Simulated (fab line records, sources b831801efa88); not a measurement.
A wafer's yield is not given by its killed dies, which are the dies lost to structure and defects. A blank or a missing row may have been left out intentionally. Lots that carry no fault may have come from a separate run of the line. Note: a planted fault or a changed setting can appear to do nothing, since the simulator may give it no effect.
fab line records	flow sky130	part 1 of 2: steps 1 to 31 of 39
[record] lots = 5	wafers = 15	last-day = 49
route steps=708 shown LOCAL_INTERCONNECT@391 CONTACT@406
lots that met no fault: from a run of the same line without faults
start-h: hours from the record's opening day to when the first of the lot's shown wafers began	wait-h: how many hours have passed since the lot's step before this one	" repeats the value in the row above	L1.1+2: several wafers, shown together as one row	- no value, or no start was given	* or withheld: withheld	< > ~ a bound
route shown NAME@n: names a module that has steps shown in the file, with the first one's number in the route	usual: mean/standard deviation taken from wafers without a fault	same: alike in all rows	chamber/n: place in a boat	sites: readings site by site	_std_site: how widely they spread, as a standard deviation	_edge_site: outer sites' mean less inner sites'	radius-mm: for every site, how far away it sits from the centre of the wafer	mask NAME#n: copy n	behind: tool/chamber where the wafer was last shaped	hold: reason for holding the lot/hours on hold/outcome of the hold	device: names the non-switching transistor (n, p or np)	end of line: the tests these same wafers got at the end of their route	a step without rows: its recipe alone	killed: the dies lost at the first sort to structure and to defects; this is not the yield of the wafer	map: dies across one wafer; x = killed, . = not, _ = none there
set.NAME: setting as actually run; set.NAME@STEP: the setting as run at that earlier step	model.NAME: the simulator's own value behind a step, which no gauge read
certain route steps with their lots: each step a table, each wafer a row
services: when a tool's chamber went out of use (start-h, in hours from the record's first day, below 0 if earlier), for how many hours, and the reason
[[steps]]
[step SKY_LOCAL_INTERCONNECT_HMDS_04]
[recipe] prime-time-s = 60	prime-temp-c = 120
lot.wafer	tool	chamber	start-h	wait-h
L082.1+3+4	litho-track-03	0	752.61	0.1
L085.4+5+6	litho-track-03	0	782.43	0.1
L088.1+4+6	litho-track-03	0	799.16	0.1
L090.2+4+6	litho-track-03	0	815.93	0.1
L094.1+5+6	litho-track-02	0	846.73	0.1
[step SKY_LOCAL_INTERCONNECT_COAT_05]
[recipe] resist = BARC	temp-c = withheld	time-s = withheld	spin-rpm = 3000	resist-thk-nm = 60
lot.wafer	tool	chamber	start-h	wait-h
L082.1+3+4	litho-track-03	0	752.76	0.1
L085.4+5+6	litho-track-03	0	782.58	0.1
L088.1+4+6	litho-track-03	0	799.31	0.1
L090.2+4+6	litho-track-03	0	816.08	0.1
L094.1+5+6	litho-track-02	0	846.88	0.1
[step SKY_LOCAL_INTERCONNECT_COAT_06]
[recipe] resist = KrF-thick	spin-rpm = 2951	resist-thk-nm = 450
lot.wafer	tool	chamber	start-h	wait-h
L082.1+3+4	litho-track-03	0	-	-
L085.4+5+6	litho-track-03	0	-	-
L088.1+4+6	litho-track-03	0	-	-
L090.2+4+6	litho-track-03	0	-	-
L094.1+5+6	litho-track-02	0	-	-
[step SKY_LOCAL_INTERCONNECT_SOFTBAKE_07]
[recipe] temp-c = 100	time-s = 90	resist = KrF-thick
lot.wafer	tool	chamber	start-h	wait-h
L082.1+3+4	litho-track-03	0	-	-
L085.4+5+6	litho-track-03	0	-	-
L088.1+4+6	litho-track-03	0	-	-
L090.2+4+6	litho-track-03	0	-	-
L094.1+5+6	litho-track-02	0	-	-
[step SKY_LOCAL_INTERCONNECT_EXPOSE_08]
[recipe] mask-id = LI1M	na = 0.8	source-shape = annular	sigma-inner = 0.55	sigma-outer = 0.85	target-cd-nm = 170	dose-mj = 28
[usual] exposure-dose-mJ-cm2 = 28.002/0.026
lot.wafer	tool	chamber	start-h	wait-h	mask	exposure-dose-mJ-cm2
L082.1	krf-scanner-01	0	-	-	LI1M#0	28.014
L082.3	"	0	"	"	LI1M#0	28.001
L082.4	"	0	"	"	LI1M#0	28.019
L085.4	krf-scanner-02	0	-	-	LI1M#0	27.971
L085.5	"	0	"	"	LI1M#0	27.964
L085.6	"	0	"	"	LI1M#0	28.016
L088.1	krf-scanner-02	0	-	-	LI1M#0	28.024
L088.4	"	0	"	"	LI1M#0	28.011
L088.6	"	0	"	"	LI1M#0	28.008
L090.2	krf-scanner-01	0	-	-	LI1M#0	28.018
L090.4	"	0	"	"	LI1M#0	27.974
L090.6	"	0	"	"	LI1M#0	27.985
L094.1	krf-scanner-02	0	-	-	LI1M#0	28.015
L094.5	"	0	"	"	LI1M#0	28.046
L094.6	"	0	"	"	LI1M#0	27.983
[step SKY_LOCAL_INTERCONNECT_PEB_09]
[recipe] peb-temp-c = withheld	peb-time-s = withheld	resist = KrF-thick
lot.wafer	tool	chamber	start-h	wait-h
L082.1+3+4	litho-track-01	0	-	-
L085.4+5+6	litho-track-01	0	-	-
L088.1+4+6	litho-track-02	0	-	-
L090.2+4+6	litho-track-02	0	-	-
L094.1+5+6	litho-track-02	0	-	-
[step SKY_LOCAL_INTERCONNECT_DEVELOP_10]
[recipe] develop-time-s = 60	resist = KrF-thick	dev-temp-c = 21
[usual] developer-temp-C = 21.02/0.11
lot.wafer	tool	chamber	start-h	wait-h	developer-temp-C
L082.1	litho-track-01	0	-	-	21.00
L082.3	"	0	"	"	21.17
L082.4	"	0	"	"	21.00
L085.4	litho-track-01	0	-	-	20.88
L085.5	"	0	"	"	20.77
L085.6	"	0	"	"	20.73
L088.1	litho-track-02	0	-	-	21.01
L088.4	"	0	"	"	20.94
L088.6	"	0	"	"	21.01
L090.2	litho-track-02	0	-	-	21.07
L090.4	"	0	"	"	21.17
L090.6	"	0	"	"	21.03
L094.1	litho-track-02	0	-	-	21.02
L094.5	"	0	"	"	20.96
L094.6	"	0	"	"	20.86
[step SKY_LOCAL_INTERCONNECT_CD_MEAS_11]
[recipe] target-cd-nm = 170
[usual] cd-nm = 170.4/1.6
lot.wafer	tool	chamber	start-h	wait-h	cd-nm
L082.1	cd-sem-01	-	767.29	-	167.1
L082.3	"	-	"	"	168.4
L082.4	"	-	"	"	168.1
L085.4	cd-sem-01	-	796.75	-	170.0
L085.5	"	-	"	"	170.3
L085.6	"	-	"	"	171.2
L088.1	cd-sem-02	-	812.78	-	170.5
L088.4	"	-	"	"	169.6
L088.6	"	-	"	"	170.7
L090.2	cd-sem-02	-	829.00	-	168.1
L090.4	"	-	"	"	168.3
L090.6	"	-	"	"	168.2
L094.1	cd-sem-01	-	859.43	-	169.9
L094.5	"	-	"	"	171.2
L094.6	"	-	"	"	169.8
[step SKY_LOCAL_INTERCONNECT_OVL_MEAS_12]
[usual] LOCAL_INTERCONNECT_OVL = 3/6.7
lot.wafer	tool	chamber	start-h	wait-h	LOCAL_INTERCONNECT_OVL[nm]
L082.1	overlay-01	-	767.41	0.1	8
L082.3	"	-	"	"	15
L082.4	"	-	"	"	3
L085.4	overlay-02	-	796.83	0.1	0
L085.5	"	-	"	"	6
L085.6	"	-	"	"	2
L088.1	overlay-02	-	812.90	0.1	15
L088.4	"	-	"	"	-3
L088.6	"	-	"	"	1
L090.2	overlay-01	-	829.11	0.1	1
L090.4	"	-	"	"	2
L090.6	"	-	"	"	6
L094.1	overlay-01	-	859.55	0.1	-1
L094.5	"	-	"	"	-1
L094.6	"	-	"	"	12
[step SKY_LOCAL_INTERCONNECT_ETCH_13]
[recipe] chemistry = N2/H2	target = BARC	ion-energy-ev = 200	bias-w = 100	pressure-mtorr = 30	n2-flow-sccm = 100	h2-flow-sccm = 200	icp-w = 500	stop-on = SiO2	time-s = 45.9	target-depth-a = 600
[usual] bias-w = 99.99/0.28	drypump-motor-current-A = 5.4/0.6	oes-product-au = 0.854/0.0052	throttle-valve-pct = 13.225/0.009
lot.wafer	tool	chamber	start-h	wait-h	bias-w	drypump-motor-current-A	oes-product-au	rf-hours-counter-h	throttle-valve-pct
L082.1	rie-metal-03	0	767.45	0.0	100.22	5.6	0.851	14	13.221
L082.3	"	1	"	"	99.47	6.5	0.859	-	13.225
L082.4	"	0	"	"	100.15	5.6	0.850	-	13.224
L085.4	rie-metal-04	1	796.91	0.1	99.74	5.2	0.861	-	13.231
L085.5	"	1	"	"	100.02	5.2	0.861	-	13.238
L085.6	"	1	"	"	100.05	5.2	0.853	-	13.226
L088.1	rie-metal-04	0	812.94	0.0	100.21	4.7	0.849	0	13.240
L088.4	"	0	"	"	99.58	4.7	0.841	-	13.224
L088.6	"	0	"	"	100.26	4.7	0.847	-	13.234
L090.2	rie-metal-02	1	829.14	0.0	99.63	6.0	0.859	9	13.210
L090.4	"	0	"	"	100.03	5.2	0.852	-	13.225
L090.6	"	1	"	"	100.16	6.0	0.852	-	13.233
L094.1	rie-metal-04	1	859.59	0.0	100.03	5.2	0.864	11	13.241
L094.5	"	0	"	"	100.13	4.7	0.859	-	13.226
L094.6	"	1	"	"	99.99	5.2	0.856	-	13.202
[step SKY_LOCAL_INTERCONNECT_METAL_ETCH_14]
[recipe] target-depth-nm = 110	stop-on = PSG	chemistry = Cl2/BCl3	target = TiN	resist-sidewall-deg = 88	pressure-mtorr = 10	icp-w = 900	bias-w = 48.5	Cl2_flow_sccm = 60	bcl3-flow-sccm = 30	time-s = 31.4
[usual] bias-w = 48.49/0.14	drypump-motor-current-A = 5.4/0.6	oes-product-au = 0.942/0.0078	throttle-valve-pct = 21.900/0.0096
lot.wafer	tool	chamber	start-h	wait-h	bias-w	drypump-motor-current-A	oes-product-au	rf-hours-counter-h	throttle-valve-pct
L082.1	rie-metal-03	0	767.51	0.0	48.54	5.6	0.933	14	21.915
L082.3	"	1	"	"	48.60	6.5	0.928	-	21.926
L082.4	"	0	"	"	48.52	5.6	0.930	-	21.915
L085.4	rie-metal-04	1	797.03	0.1	48.36	5.2	0.952	-	21.903
L085.5	"	1	"	"	48.46	5.2	0.938	-	21.901
L085.6	"	1	"	"	48.32	5.2	0.933	-	21.895
L088.1	rie-metal-04	0	813.00	0.0	48.49	4.7	0.934	0	21.906
L088.4	"	0	"	"	48.64	4.7	0.941	-	21.882
L088.6	"	0	"	"	48.63	4.7	0.943	-	21.901
L090.2	rie-metal-02	1	829.22	0.1	48.52	6.0	0.952	10	21.908
L090.4	"	0	"	"	48.55	5.2	0.933	-	21.915
L090.6	"	1	"	"	48.64	6.0	0.949	-	21.900
L094.1	rie-metal-04	1	859.65	0.0	48.55	5.2	0.943	11	21.911
L094.5	"	0	"	"	48.40	4.7	0.953	-	21.888
L094.6	"	1	"	"	48.48	5.2	0.964	-	21.890
[step SKY_LOCAL_INTERCONNECT_STRIP_15]
[recipe] chemistry = O2/N2	power-w = 1400	pressure-mtorr = 1500	platen-temp-c = withheld	o2-flow-sccm = 3000	n2-flow-sccm = 300	overash-fraction = 0.5
[usual] drypump-motor-current-A = 5.8/0.52	oes-product-au = 0.429/0.0047	strip-time-to-endpoint-s = 4.765/0.026
lot.wafer	tool	chamber	start-h	wait-h	drypump-motor-current-A	oes-product-au	rf-hours-counter-h	strip-time-to-endpoint-s
L082.1	plasma-asher-01	1	767.56	0.0	6.7	0.433	2	4.775
L082.3	"	0	"	"	5.6	0.431	-	4.775
L082.4	"	1	"	"	6.7	0.428	-	4.775
L085.4	plasma-asher-04	1	797.11	0.1	5.6	0.435	-	4.783
L085.5	"	1	"	"	5.6	0.435	-	4.768
L085.6	"	0	"	"	5.9	0.430	-	4.777
L088.1	plasma-asher-04	0	813.05	0.0	5.9	0.434	102	4.763
L088.4	"	1	"	"	5.6	0.428	-	4.728
L088.6	"	0	"	"	5.9	0.432	-	4.726
L090.2	plasma-asher-01	1	829.29	0.0	6.7	0.419	8	4.752
L090.4	"	0	"	"	5.6	0.427	-	4.738
L090.6	"	0	"	"	5.6	0.430	-	4.764
L094.1	plasma-asher-01	0	859.70	0.0	5.5	0.423	11	4.776
L094.5	"	0	"	"	5.6	0.424	-	4.761
L094.6	"	1	"	"	6.7	0.426	-	4.784
[step SKY_LOCAL_INTERCONNECT_STRIP_16]
[recipe] chemistry = post-etch-residue-remover	time-s = 1200	temp-c = 72.5
lot.wafer	tool	chamber	start-h	wait-h
L082.1+3+4	wet-bench-01	3	767.66	0.1
L085.4+5+6	wet-bench-04	0	797.18	0.0
L088.1+4+6	wet-bench-03	3	813.15	0.1
L090.2+4+6	wet-bench-04	3	829.39	0.1
L094.1+5+6	wet-bench-04	2	859.80	0.1
[step SKY_LOCAL_INTERCONNECT_CLEAN_17]
[recipe] chemistry = IPA	time-s = 180	temp-c = 25
lot.wafer	tool	chamber	start-h	wait-h
L082.1+3+4	wet-bench-04	3	768.01	0.0
L085.4+5+6	wet-bench-01	0	797.52	0.0
L088.1+4+6	wet-bench-01	2	813.49	0.0
L090.2+4+6	wet-bench-01	0	829.76	0.0
L094.1+5+6	wet-bench-01	0	860.14	0.0
[step SKY_LOCAL_INTERCONNECT_CLEAN_18]
[recipe] chemistry = O3/DIW	dry = n2-spin
lot.wafer	tool	chamber	start-h	wait-h
L082.1+3+4	wet-bench-01	2	768.06	0.0
L085.4+5+6	wet-bench-01	2	797.58	0.0
L088.1+4+6	wet-bench-04	3	813.55	0.0
L090.2+4+6	wet-bench-04	3	829.82	0.0
L094.1+5+6	wet-bench-03	2	860.21	0.0
[step SKY_CONTACT_CVD_00]
[recipe] material = Si3N4	target-thk-nm = 75	temp-c = 400	time-s = withheld	rf-w = 450
[usual] heater-power-w = 712/72
lot.wafer	tool	chamber	start-h	wait-h	heater-power-w
L082.1	pecvd-04	0	768.16	0.0	621
L082.3	"	1	"	"	807
L082.4	"	2	"	"	668
L085.4	pecvd-04	1	797.70	0.0	739
L085.5	"	2	"	"	691
L085.6	"	0	"	"	653
L088.1	pecvd-04	1	813.64	0.0	752
L088.4	"	0	"	"	699
L088.6	"	1	"	"	749
L090.2	pecvd-01	1	829.92	0.0	681
L090.4	"	1	"	"	708
L090.6	"	2	"	"	820
L094.1	pecvd-01	1	860.30	0.0	764
L094.5	"	0	"	"	693
L094.6	"	1	"	"	767
[step SKY_CONTACT_THK_MEAS_01]
[recipe] reads = Si3N4_of_CONTACT_CVD_00
[usual] CONTACT_CVD_00_THK = 75.2/1.1
lot.wafer	tool	chamber	start-h	wait-h	CONTACT_CVD_00_THK[nm]
L082.1	film-metro-04	-	768.19	-	73.1
L082.3	"	-	"	"	75.4
L082.4	"	-	"	"	75.3
L085.4	film-metro-04	-	797.75	-	75.2
L085.5	"	-	"	"	74.7
L085.6	"	-	"	"	72.7
L088.1	film-metro-04	-	813.67	-	74.9
L088.4	"	-	"	"	75.3
L088.6	"	-	"	"	76.5
L090.2	film-metro-02	-	829.97	-	74.4
L090.4	"	-	"	"	76.0
L090.6	"	-	"	"	75.4
L094.1	film-metro-01	-	860.34	-	76.0
L094.5	"	-	"	"	77.4
L094.6	"	-	"	"	76.6
[step SKY_CONTACT_HDPCVD_02]
[recipe] material = SiO2	target-thk-nm = 565	sigma-open-frac = 0.3	time-s = 94.2	temp-c = 600	sih4-flow-sccm = 60	pressure-mtorr = 6
lot.wafer	tool	chamber	start-h	wait-h
L082.1+3+4	hdpcvd-01	0,1,1	768.25	0.1
L085.4+5+6	hdpcvd-01	2,1,0	797.81	0.1
L088.1+4+6	hdpcvd-01	2,0,1	813.73	0.1
L090.2+4+6	hdpcvd-02	0,1,2	830.02	0.0
L094.1+5+6	hdpcvd-02	1,2,1	860.40	0.1
[step SKY_CONTACT_THK_MEAS_03]
[recipe] reads = SiO2_of_CONTACT_HDPCVD_02
[usual] CONTACT_HDPCVD_THK = 566/5.7
lot.wafer	tool	chamber	start-h	wait-h	CONTACT_HDPCVD_THK[nm]
L082.1	film-metro-02	-	768.32	0.0	565
L082.3	"	-	"	"	560
L082.4	"	-	"	"	570
L085.4	film-metro-02	-	797.88	0.0	573
L085.5	"	-	"	"	564
L085.6	"	-	"	"	576
L088.1	film-metro-01	-	813.80	0.0	573
L088.4	"	-	"	"	569
L088.6	"	-	"	"	561
L090.2	film-metro-04	-	830.10	0.0	568
L090.4	"	-	"	"	574
L090.6	"	-	"	"	558
L094.1	film-metro-04	-	860.47	0.0	565
L094.5	"	-	"	"	568
L094.6	"	-	"	"	561
[step SKY_CONTACT_CMP_04]
[recipe] material = SiO2	down-force-psi = 4	platen-rpm = 60	pad-velocity-m-s = 0.94248
[usual] motor-current-A = 12.1/1.3	retaining-ring-pressure-frac = 0.999/0.0047	time-to-endpoint-s = 82/5.2
lot.wafer	tool	chamber	start-h	wait-h	motor-current-A	retaining-ring-pressure-frac	time-to-endpoint-s
L082.4	cmp-02	3	768.38	0.0	12.1	0.995	86
L082.3	"	0	"	"	11.2	0.997	79
L082.1	"	1	"	"	12.8	1.002	84
L085.4	cmp-01	2	797.96	0.1	10.9	0.998	87
L085.6	"	1	"	"	13.5	0.996	90
L085.5	"	2	"	"	10.9	0.997	81
L088.1	cmp-02	0	813.91	0.1	12.0	0.990	77
L088.4	"	2	"	"	11.7	0.997	81
L088.6	"	3	"	"	12.3	1.011	78
L090.4	cmp-02	0	830.25	0.1	12.4	1.002	83
L090.2	"	1	"	"	12.4	0.999	78
L090.6	"	2	"	"	11.6	0.993	82
L094.1	cmp-01	0	860.68	0.2	13.7	0.996	88
L094.5	"	1	"	"	12.0	1.003	98
L094.6	"	2	"	"	11.5	1.006	89
[step SKY_CONTACT_BOW_MEAS_05]
[recipe] mode = bow
[usual] CONTACT_BOW = 82/7.4
lot.wafer	tool	chamber	start-h	wait-h	CONTACT_BOW[um]
L082.1	film-metro-04	-	768.68	0.1	80
L082.3	"	-	"	"	81
L082.4	"	-	"	"	79
L085.4	film-metro-01	-	798.27	0.3	79
L085.5	"	-	"	"	70
L085.6	"	-	"	"	76
L088.1	film-metro-02	-	814.16	0.2	73
L088.4	"	-	"	"	67
L088.6	"	-	"	"	78
L090.2	film-metro-02	-	830.47	0.1	68
L090.4	"	-	"	"	69
L090.6	"	-	"	"	76
L094.1	film-metro-02	-	860.83	0.1	84
L094.5	"	-	"	"	93
L094.6	"	-	"	"	98
[step SKY_CONTACT_DEHYDRATE_06]
[recipe] temp-c = 200	time-s = 60
lot.wafer	tool	chamber	start-h	wait-h
L082.1+3+4	litho-track-03	0	781.11	12.4
L085.4+5+6	litho-track-04	0	810.53	12.2
L088.1+4+6	litho-track-03	0	826.41	12.2
L090.2+4+6	litho-track-02	0	843.95	13.5
L094.1+5+6	litho-track-02	0	873.48	12.6
[step SKY_CONTACT_HMDS_07]
[recipe] prime-time-s = 60	prime-temp-c = 120
lot.wafer	tool	chamber	start-h	wait-h
L082.1+3+4	litho-track-03	0	781.26	0.1
L085.4+5+6	litho-track-04	0	810.68	0.1
L088.1+4+6	litho-track-03	0	826.56	0.1
L090.2+4+6	litho-track-02	0	844.10	0.1
L094.1+5+6	litho-track-02	0	873.63	0.1
[step SKY_CONTACT_COAT_08]
[recipe] resist = BARC	temp-c = withheld	time-s = withheld	spin-rpm = 3000	resist-thk-nm = 60
lot.wafer	tool	chamber	start-h	wait-h
L082.1+3+4	litho-track-03	0	781.41	0.1
L085.4+5+6	litho-track-04	0	810.83	0.1
L088.1+4+6	litho-track-03	0	826.71	0.1
L090.2+4+6	litho-track-02	0	844.25	0.1
L094.1+5+6	litho-track-02	0	873.78	0.1
[step SKY_CONTACT_COAT_09]
[recipe] resist = KrF-thick	spin-rpm = 3000	resist-thk-nm = 450
lot.wafer	tool	chamber	start-h	wait-h
L082.1+3+4	litho-track-03	0	-	-
L085.4+5+6	litho-track-04	0	-	-
L088.1+4+6	litho-track-03	0	-	-
L090.2+4+6	litho-track-02	0	-	-
L094.1+5+6	litho-track-02	0	-	-
[step SKY_CONTACT_SOFTBAKE_10]
[recipe] temp-c = 100	time-s = 90	resist = KrF-thick
lot.wafer	tool	chamber	start-h	wait-h
L082.1+3+4	litho-track-03	0	-	-
L085.4+5+6	litho-track-04	0	-	-
L088.1+4+6	litho-track-03	0	-	-
L090.2+4+6	litho-track-02	0	-	-
L094.1+5+6	litho-track-02	0	-	-
[step SKY_CONTACT_EXPOSE_11]
[recipe] mask-id = CTM1	na = 0.8	source-shape = annular	sigma-inner = 0.55	sigma-outer = 0.85	target-cd-nm = 170	dose-mj = 38
[usual] exposure-dose-mJ-cm2 = 37.89/0.034
lot.wafer	tool	chamber	start-h	wait-h	mask	exposure-dose-mJ-cm2
L082.1	krf-scanner-01	0	-	-	CTM1#0	37.90
L082.3	"	0	"	"	CTM1#0	37.89
L082.4	"	0	"	"	CTM1#0	37.83
L085.4	krf-scanner-02	0	-	-	CTM1#0	37.91
L085.5	"	0	"	"	CTM1#0	37.86
L085.6	"	0	"	"	CTM1#0	37.91
L088.1	krf-scanner-01	0	-	-	CTM1#0	37.85
L088.4	"	0	"	"	CTM1#0	37.90
L088.6	"	0	"	"	CTM1#0	37.92
L090.2	krf-scanner-02	0	-	-	CTM1#0	37.90
L090.4	"	0	"	"	CTM1#0	37.86
L090.6	"	0	"	"	CTM1#0	37.90
L094.1	krf-scanner-02	0	-	-	CTM1#0	37.89
L094.5	"	0	"	"	CTM1#0	37.87
L094.6	"	0	"	"	CTM1#0	37.88
[step SKY_CONTACT_PEB_12]
[recipe] peb-temp-c = withheld	peb-time-s = withheld	resist = KrF-thick
lot.wafer	tool	chamber	start-h	wait-h
L082.1+3+4	litho-track-03	0	-	-
L085.4+5+6	litho-track-04	0	-	-
L088.1+4+6	litho-track-03	0	-	-
L090.2+4+6	litho-track-02	0	-	-
L094.1+5+6	litho-track-04	0	-	-
[step SKY_CONTACT_DEVELOP_13]
[recipe] develop-time-s = 61.62	resist = KrF-thick	dev-temp-c = 21
[usual] developer-temp-C = 21.03/0.093
lot.wafer	tool	chamber	start-h	wait-h	developer-temp-C
L082.1	litho-track-03	0	-	-	21.10
L082.3	"	0	"	"	21.18
L082.4	"	0	"	"	21.04
L085.4	litho-track-04	0	-	-	21.07
L085.5	"	0	"	"	20.87
L085.6	"	0	"	"	21.02
L088.1	litho-track-03	0	-	-	21.04
L088.4	"	0	"	"	20.87
L088.6	"	0	"	"	21.09
L090.2	litho-track-02	0	-	-	21.03
L090.4	"	0	"	"	21.02
L090.6	"	0	"	"	21.01
L094.1	litho-track-04	0	-	-	20.96
L094.5	"	0	"	"	21.05
L094.6	"	0	"	"	20.96
[step SKY_CONTACT_CD_MEAS_14]
[recipe] target-cd-nm = 170
[usual] cd-nm = 170.3/1.6
lot.wafer	tool	chamber	start-h	wait-h	cd-nm
L082.1	cd-sem-01	-	794.71	-	169.9
L082.3	"	-	"	"	169.6
L082.4	"	-	"	"	169.8
L085.4	cd-sem-01	-	824.67	-	171.8
L085.5	"	-	"	"	171.6
L085.6	"	-	"	"	171.2
L088.1	cd-sem-01	-	839.76	-	170.9
L088.4	"	-	"	"	172.0
L088.6	"	-	"	"	170.6
L090.2	cd-sem-01	-	857.15	-	167.2
L090.4	"	-	"	"	167.6
L090.6	"	-	"	"	167.5
L094.1	cd-sem-02	-	886.26	-	169.5
L094.5	"	-	"	"	169.8
L094.6	"	-	"	"	168.4
[step SKY_CONTACT_OVL_MEAS_15]
[usual] CONTACT_OVL = -1/5
lot.wafer	tool	chamber	start-h	wait-h	CONTACT_OVL[nm]
L082.1	overlay-02	-	794.83	0.1	-3
L082.3	"	-	"	"	-1
L082.4	"	-	"	"	1
L085.4	overlay-01	-	824.75	0.1	-9
L085.5	"	-	"	"	-3
L085.6	"	-	"	"	-2
L088.1	overlay-01	-	839.88	0.1	6
L088.4	"	-	"	"	2
L088.6	"	-	"	"	3
L090.2	overlay-02	-	857.26	0.1	3
L090.4	"	-	"	"	3
L090.6	"	-	"	"	6
L094.1	overlay-01	-	886.38	0.1	4
L094.5	"	-	"	"	1
L094.6	"	-	"	"	4
